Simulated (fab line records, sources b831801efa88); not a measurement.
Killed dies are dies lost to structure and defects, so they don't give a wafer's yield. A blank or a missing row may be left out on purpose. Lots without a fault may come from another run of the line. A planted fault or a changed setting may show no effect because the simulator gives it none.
Chamber matching | flow sfq_line | SFQ_TRILAYER_I0_CMP_CMP_028 on cmp-01: 4 sister chambers
The step polishes SiO2. 14 wafers are shown with their chamber, then 7 later ones without.

WAFERS WITH THEIR CHAMBER
wafer  | chamber | motor_current_A (A) | time_to_endpoint_s (s) | platen_rpm (rpm)
L375.2 | 3       | 10.4                | 213                    | 59.96
L375.3 | 1       | 9.7                 | 221                    | 60.02
L375.4 | 0       | 8.5                 | 227                    | 60.07
L379.2 | 2       | 10.1                | 203                    | 60.00
L379.4 | 1       | 10.0                | 212                    | 60.01
L379.6 | 2       | 10.3                | 208                    | 60.00
L380.2 | 0       | 8.8                 | 212                    | 59.99
L380.4 | 2       | 10.1                | 206                    | 59.97
L380.5 | 3       | 10.8                | 217                    | 60.02
L390.4 | 0       | 8.5                 | 220                    | 60.09
L390.1 | 2       | 9.9                 | 207                    | 60.00
L390.5 | 0       | 8.8                 | 214                    | 60.05
L391.4 | 3       | 10.5                | 220                    | 60.01
L391.5 | 2       | 10.5                | 208                    | 60.00

SIGNATURES (means of the wafers above)
reading            | chamber 0 | chamber 1 | chamber 2 | chamber 3 | scatter within a chamber
motor_current_A    | 8.650     | 9.850     | 10.180    | 10.567    | 0.207
time_to_endpoint_s | 218.25    | 216.50    | 206.40    | 216.67    | 4.68
platen_rpm         | 60.0500   | 60.0150   | 59.9940   | 59.9967   | 0.029
Rule: a wafer's distance from a chamber is the root of the sum, over the readings, of the square of ((its reading less the chamber's mean) divided by the reading's scatter). The wafer belongs to the nearest chamber; if the next one is less than 2 further off, it can't be placed. The scatter: the root of (the sum of the squares of (reading less its chamber's mean) over the shown wafers, divided by (wafers less chambers)).

WAFERS WITHOUT THEIR CHAMBER
wafer  | motor_current_A (A) | time_to_endpoint_s (s) | platen_rpm (rpm)
L391.6 | 9.6                 | 214                    | 60.02
L394.1 | 9.9                 | 211                    | 60.03
L394.4 | 10.5                | 226                    | 59.94
L394.5 | 9.7                 | 215                    | 60.01
L398.2 | 9.0                 | 214                    | 59.98
L398.4 | 11.0                | 212                    | 59.98
L398.5 | 9.2                 | 222                    | 60.01

WHICH CHAMBER EACH WENT THROUGH
wafer  | from the rows above     | in truth
L391.6 | 1                       | 1
L394.1 | can't be placed: 1 or 2 | 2
L394.4 | can't be placed: 3 or 1 | 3
L394.5 | 1                       | 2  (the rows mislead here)
L398.2 | can't be placed: 0 or 1 | 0
L398.4 | can't be placed: 3 or 2 | 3
L398.5 | can't be placed: 0 or 1 | 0
Placed correctly: 1 of 7. Can't be placed from these rows: 5 (the true chamber is among the candidates in 5). Placed wrongly: 1.
